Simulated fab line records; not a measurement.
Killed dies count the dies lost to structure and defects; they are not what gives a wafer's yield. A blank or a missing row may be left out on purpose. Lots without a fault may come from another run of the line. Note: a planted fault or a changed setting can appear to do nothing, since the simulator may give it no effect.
fab line records | flow sky130
[record] lots = 11 wafers = 33 lastDay = 50
route steps=708 shown METAL3@569 VIA4@656 PAD_OPEN@708
lots that met no fault: from a run of the same line without faults
startH: the number of hours between the record's first day and the start of the first shown wafer of the lot | waitH: hours elapsed since this lot's preceding step | " as in the row above | L1.1+2: a row that stands for several wafers | - no value present, or no start provided | * or withheld: withheld | < > ~ a bound
route shown NAME@n: a module of which the file shows steps, and the number in the route of the first | usual: average and standard deviation across the fault-free wafers | same: alike in all rows | chamber/n: place in a boat | sites: readings site by site | _std_site: standard deviation of those values | _edge_site: outer sites' mean less inner sites' | radiusMm: for every site, how far away it sits from the centre of the wafer | mask NAME#n: copy n | behind: the last tool/chamber to shape the wafer | hold: cause of the lot's hold/its duration in hours/its outcome | device: whichever transistor did not switch (one of n, p or np) | end of line: the tests these same wafers got at the end of their route | a step with no rows: only its recipe | killed: not the wafer's yield, but the dies lost to structure and defects at the first sort | map: per-die view of a wafer (x killed, . not killed, _ where there is no die)
set.NAME: the run value of the setting; set.NAME@STEP: its run value at that earlier step | model.NAME: the simulator's own value behind a step, which no gauge read
steps of the route over a sample of lots; a table a step, a row a wafer
services: the hour from which a tool's chamber was out of use, counted from the record's first day as startH (under 0 if before that day), plus the number of hours and why
[[steps]]
[step SKY_METAL3_STRIP_19]
[recipe] chemistry = O2/N2 powerW = 1400 pressureMtorr = 1500 platenTempC = withheld o2FlowSccm = 3000 n2FlowSccm = 300 overashFraction = 0.5
[usual] drypumpMotorCurrentA = 5.6/0.39 oesProductAu = 0.504/0.0056 stripTimeToEndpointS = 6.59/0.071
// columns lot.wafer tool chamber startH waitH drypumpMotorCurrentA oesProductAu rfHoursCounterH stripTimeToEndpointS
L960.1 plasmaAsher-02 1 897.51 0.1 5.7 0.500 45 6.51
L960.5 " 1 " " 5.7 0.501 - 6.52
L960.6 " 0 " " 6.1 0.504 - 6.58
L971.1 plasmaAsher-04 0 986.28 0.3 5.4 0.502 89 6.63
L971.3 " 0 " " 5.4 0.505 - 6.56
L971.5 " 0 " " 5.4 0.507 - 6.60
L972.1 plasmaAsher-03 1 989.66 0.1 5.7 0.503 22 6.52
L972.3 " 1 " " 5.8 0.497 - 6.49
L972.4 " 0 " " 4.9 0.513 - 6.57
L974.1 plasmaAsher-02 0 1003.88 0.3 6.1 0.500 55 6.51
L974.4 " 1 " " 5.7 0.502 - 6.56
L974.5 " 0 " " 6.1 0.501 - 6.57
L976.1 plasmaAsher-02 1 1014.43 0.1 5.8 0.513 56 6.71
L976.2 " 0 " " 6.1 0.506 56 6.65
L976.3 " 0 " " 6.1 0.510 - 6.66
L977.1 plasmaAsher-03 0 1024.73 0.1 4.9 0.502 25 6.61
L977.5 " 0 " " 4.9 0.506 - 6.62
L977.6 " 1 " " 5.8 0.509 - 6.62
L978.1 plasmaAsher-03 0 1026.81 0.1 4.9 0.506 26 6.55
L978.3 " 1 " " 5.7 0.521 - 6.61
L978.4 " 0 " " 4.9 0.504 - 6.57
L979.1 plasmaAsher-02 0 1036.18 0.1 6.1 0.507 59 6.57
L979.3 " 0 " " 6.1 0.509 - 6.60
L979.6 " 0 " " 6.1 0.508 - 6.61
L980.1 plasmaAsher-03 0 1040.08 0.1 4.9 0.511 28 6.52
L980.3 " 1 " " 5.8 0.505 - 6.62
L980.6 " 0 " " 4.9 0.509 - 6.54
L982.1 plasmaAsher-02 0 1056.11 0.1 6.1 0.498 61 6.44
L982.2 " 1 " " 5.8 0.501 61 6.52
L982.3 " 0 " " 6.1 0.505 - 6.54
L983.2 plasmaAsher-02 0 1058.33 0.1 6.1 0.502 61 6.60
L983.4 " 0 " " 6.1 0.496 - 6.58
L983.6 " 1 " " 5.7 0.495 - 6.52
[step SKY_VIA4_SPUTTER_17]
[recipe] material = TiN targetThkNm = 20 chamberPressurePa = 5 powerW = 4000 timeS = 80
[usual] chamberPressurePa = 4.999/0.0096 throttleValvePct = 30.3/0.99
// columns lot.wafer tool chamber startH waitH chamberPressurePa throttleValvePct
L960.1 pvdSputter-04 - 1003.33 0.0 5.022 29.1
L960.5 " - " " 5.012 28.9
L960.6 " - " " 4.982 31.6
L971.1 pvdSputter-03 - 1080.87 0.0 4.993 29.0
L971.3 " - " " 4.991 29.9
L971.5 " - " " 4.998 29.7
L972.1 pvdSputter-01 - 1082.90 0.0 5.002 31.1
L972.3 " - " " 5.020 29.4
L972.4 " - " " 5.005 30.4
L974.1 pvdSputter-03 - 1095.88 0.0 5.005 29.9
L974.4 " - " " 5.022 29.4
L974.5 " - " " 4.996 30.1
L976.1 pvdSputter-01 - 1106.57 0.0 5.012 30.2
L976.2 " - " " 5.013 31.2
L976.3 " - " " 4.992 30.5
L977.1 pvdSputter-03 - 1115.19 0.0 4.985 29.6
L977.5 " - " " 4.996 29.8
L977.6 " - " " 4.994 29.4
L978.1 pvdSputter-04 - 1116.03 0.0 4.998 31.8
L978.3 " - " " 5.009 32.6
L978.4 " - " " 4.995 28.9
L979.1 pvdSputter-04 - 1125.21 0.0 5.001 32.3
L979.3 " - " " 4.997 31.7
L979.6 " - " " 4.999 31.3
L980.1 pvdSputter-04 - 1127.95 0.0 5.000 32.3
L980.3 " - " " 5.006 29.4
L980.6 " - " " 4.995 31.6
L982.1 pvdSputter-01 - 1141.66 0.0 5.002 30.5
L982.2 " - " " 4.999 31.0
L982.3 " - " " 5.004 30.4
L983.2 pvdSputter-04 - 1144.49 0.0 4.992 32.2
L983.4 " - " " 5.009 31.5
L983.6 " - " " 4.973 29.3
[step SKY_VIA4_RS_MEAS_19]
[recipe] thkMeasGauge = four-point-probe reads = W_of_VIA4_CVD_18+TiN_of_VIA4_SPUTTER_17
[usual] VIA4_W_RS = 0.226/0.0033
// columns lot.wafer tool chamber startH waitH VIA4_W_RS[ohm/sq]
L960.1 filmMetro-03 - 1003.54 0.1 0.225
L960.5 " - " " 0.224
L960.6 " - " " 0.226
L971.1 filmMetro-04 - 1081.09 0.1 0.224
L971.3 " - " " 0.226
L971.5 " - " " 0.220
L972.1 filmMetro-04 - 1083.11 0.1 0.222
L972.3 " - " " 0.226
L972.4 " - " " 0.222
L974.1 filmMetro-04 - 1096.09 0.1 0.228
L974.4 " - " " 0.225
L974.5 " - " " 0.223
L976.1 filmMetro-04 - 1106.78 0.1 0.226
L976.2 " - " " 0.224
L976.3 " - " " 0.225
L977.1 filmMetro-02 - 1115.40 0.1 0.227
L977.5 " - " " 0.223
L977.6 " - " " 0.226
L978.1 filmMetro-03 - 1116.24 0.1 0.226
L978.3 " - " " 0.229
L978.4 " - " " 0.221
L979.1 filmMetro-04 - 1125.42 0.1 0.228
L979.3 " - " " 0.227
L979.6 " - " " 0.230
L980.1 filmMetro-04 - 1128.17 0.1 0.226
L980.3 " - " " 0.222
L980.6 " - " " 0.221
L982.1 filmMetro-04 - 1141.87 0.1 0.225
L982.2 " - " " 0.226
L982.3 " - " " 0.228
L983.2 filmMetro-02 - 1144.72 0.1 0.226
L983.4 " - " " 0.226
L983.6 " - " " 0.227
[step SKY_VIA4_CMP_21]
[recipe] stopOn = SiO2 tOverpolishS = 25 downForcePsi = 3.5 platenRpm = 60 targetThkNm = 0 padVelocityMS = 0.94248
[usual] motorCurrentA = 11.6/0.87 overpolishRunS = 25.000/0.0094 timeToEndpointS = 123/3.7
// columns lot.wafer tool chamber startH waitH motorCurrentA overpolishRunS timeToEndpointS
L960.1 cmp-01 3 1003.87 0.2 12.3 24.988 126
L960.6 " 0 " " 11.8 25.015 124
L960.5 " 1 " " 12.3 24.994 122
L971.1 cmp-02 0 1081.32 0.1 9.8 24.986 128
L971.3 " 2 " " 9.5 24.987 132
L971.5 " 0 " " 9.7 25.006 126
L972.3 cmp-01 0 1083.29 0.0 11.6 25.002 120
L972.4 " 1 " " 12.5 24.987 121
L972.1 " 2 " " 11.4 24.997 130
L974.4 cmp-01 2 1096.32 0.1 11.9 24.998 128
L974.1 " 3 " " 11.9 25.008 121
L974.5 " 1 " " 12.7 25.017 123
L976.3 cmp-01 2 1107.23 0.3 12.2 24.995 118
L976.2 " 3 " " 12.6 24.998 118
L976.1 " 0 " " 11.5 24.995 118
L977.1 cmp-01 1 1115.68 0.1 12.1 25.013 120
L977.6 " 3 " " 11.7 25.001 123
L977.5 " 0 " " 11.8 25.002 124
L978.1 cmp-01 1 1116.42 0.1 12.2 25.012 116
L978.4 " 3 " " 11.7 24.998 116
L978.3 " 0 " " 12.5 24.983 115
L979.3 cmp-02 3 1125.65 0.1 10.2 25.001 126
L979.1 " 1 " " 11.2 24.996 116
L979.6 " 2 " " 9.8 25.001 124
L980.3 cmp-01 3 1128.45 0.1 12.4 25.002 123
L980.1 " 0 " " 11.6 24.995 125
L980.6 " 1 " " 11.5 24.993 122
L982.3 cmp-01 2 1142.10 0.1 12.5 24.984 123
L982.1 " 3 " " 12.0 25.002 126
L982.2 " 0 " " 12.0 24.993 124
L983.2 cmp-01 1 1145.00 0.2 11.7 25.003 118
L983.4 " 0 " " 11.8 24.992 120
L983.6 " 2 " " 12.5 25.000 120
[step SKY_PAD_OPEN_PROBE_99]
[usual] defectLimitedYield = 82.4/1.8 killed_at_M0_to_M3 = 43/6.5 killed_at_M4_up = 3.2/1.8 killedAtContacts = 24/5.2 killedAtFrontEnd = 15/4 killedAtOther = 0.4/0.69 killedDies = 86/8.7 killedOpen = 47/7 killedShort = 39/5.7 sort_bin_3_pad_short = 0.9/0.43 sort_bin_5_function = 10.5/1.4 sort_bin_6_memory = 6.2/1.2 sortNPass = 406/8.7 sortYieldPct = 82.4/1.8
[same] grossDies = 492 killedAtBackSide = 0 sort_bin_4_leakage[%] = 0 sort_bin_8_speed[%] = 0
// columns lot.wafer tool chamber startH waitH defectLimitedYield[%] killed_at_M0_to_M3 killed_at_M4_up killedAtContacts killedAtFrontEnd killedAtOther killedDies killedOpen killedShort sort_bin_3_pad_short[%] sort_bin_5_function[%] sort_bin_6_memory[%] sortNPass sortYieldPct[%]
L971.1 prober-01 - 1144.77 0.1 71.1 89 8 29 16 0 142 58 43 1.8 19.9 7.1 350 71.1
L971.3 prober-01 - 1144.87 0.2 76.2 69 4 34 9 1 117 51 34 1.2 16.3 6.3 375 76.2
L971.5 prober-01 - 1144.97 0.2 80.5 72 1 14 9 0 96 30 26 1.0 13.2 5.3 396 80.5
L972.1 prober-02 - 1146.27 0.1 82.5 46 5 26 9 0 86 47 38 0.6 11.0 5.9 406 82.5
L972.3 prober-02 - 1146.37 0.2 83.9 44 3 23 9 0 79 49 29 0.4 10.0 5.7 413 83.9
L972.4 prober-02 - 1146.42 0.2 81.7 47 3 24 16 0 90 48 42 0.6 11.8 5.9 402 81.7
// killed by level:class
L971.1 METAL3:unspecified=39 VIA1:geometricParticle:open=16 VIA3:geometricParticle:open=11 LI_CONTACT:geometricParticle:open=8 CONTACT:geometricParticle:short=6 VIA1:geometricParticle:short=6 LOCAL_INTERCONNECT:geometricParticle:short=5 CONTACT:geometricParticle:open=5
L971.3 METAL3:unspecified=31 CONTACT:geometricParticle:open=14 VIA1:geometricParticle:open=13 LI_CONTACT:geometricParticle:open=6 LOCAL_INTERCONNECT:geometricParticle:short=6 VIA2:geometricParticle:open=6 METAL2:geometricParticle:short=5 LOCAL_INTERCONNECT:geometricParticle:open=4
L971.5 METAL3:unspecified=39 VIA1:geometricParticle:open=10 VIA2:geometricParticle:open=5 CONTACT:geometricParticle:open=4 METAL1:geometricParticle:short=4 VIA1:geometricParticle:short=4 VIA3:geometricParticle:short=4 POLY_GATE:geometricParticle:short=3
L972.1 VIA1:geometricParticle:open=12 CONTACT:geometricParticle:open=11 VIA3:geometricParticle:open=7 METAL2:geometricParticle:short=6 LOCAL_INTERCONNECT:geometricParticle:short=5 CONTACT:geometricParticle:short=5 METAL1:geometricParticle:short=5 VIA1:geometricParticle:short=5
L972.3 LI_CONTACT:geometricParticle:open=13 VIA1:geometricParticle:open=9 VIA2:geometricParticle:open=8 METAL1:geometricParticle:short=5 METAL2:geometricParticle:short=5 POLY_GATE:geometricParticle:open=4 CONTACT:geometricParticle:open=4 VIA1:geometricParticle:short=4
L972.4 VIA1:geometricParticle:open=11 LI_CONTACT:geometricParticle:open=8 VIA3:geometricParticle:open=8 METAL1:geometricParticle:short=7 VIA2:geometricParticle:open=6 CONTACT:geometricParticle:open=6 POLY_GATE:geometricParticle:short=5 LOCAL_INTERCONNECT:geometricParticle:short=5
[[services]]
// columns tool chamber startH hours kind
cmp-02 - 895.44 0.3 repair
plasmaAsher-02 - 897.78 9.1 repair
pvdSputter-04 - 902.12 25.9 repair
cmp-02 - 902.34 2.1 repair
cmp-01 - 912.00 4.0 pm
cmp-01 - 930.56 11.6 repair
cmp-01 - 945.97 1.6 repair
plasmaAsher-03 - 957.95 2.6 repair
pvdSputter-01 - 975.62 1.3 repair
pvdSputter-03 - 983.16 2.4 repair
plasmaAsher-03 - 985.45 2.0 repair
plasmaAsher-03 - 1015.32 1.2 repair
plasmaAsher-03 - 1022.37 0.9 repair
cmp-01 - 1022.99 2.8 repair
pvdSputter-03 - 1030.25 1.3 repair
plasmaAsher-02 - 1037.32 2.9 repair
cmp-02 - 1044.83 2.9 repair
plasmaAsher-02 - 1081.84 28.1 pm
cmp-02 - 1084.23 4.0 pm
pvdSputter-01 - 1101.55 2.7 repair
pvdSputter-03 - 1102.74 10.5 repair
cmp-02 - 1107.12 4.5 pm
cmp-02 - 1113.41 0.5 repair
plasmaAsher-02 - 1135.33 5.1 repair
[[key]]
[firstSign] step = SKY_PAD_OPEN_PROBE_99 reading = killed_at_M0_to_M3 direction = up sigmas = 5.2 usual = 43 struck = 77
[effect] step = SKY_PAD_OPEN_PROBE_99 reading = sort_bin_5_function direction = up sigmas = 4.4 usual = 10.5 struck = 16.5
metAt SKY_METAL3_STRIP_19
struckLots L971
struckWafers L971.1,L971.3,L971.5
notActingAt SKY_VIA4_SPUTTER_17,SKY_VIA4_RS_MEAS_19,SKY_VIA4_CMP_21
[fault] kind = chamberParticleSource tool = plasmaAsher-04 chamber = 0 onsetH = 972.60 steps = SKY_METAL3_STRIP_19 ratePerVisitCm2 = 0.37808 endH = 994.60
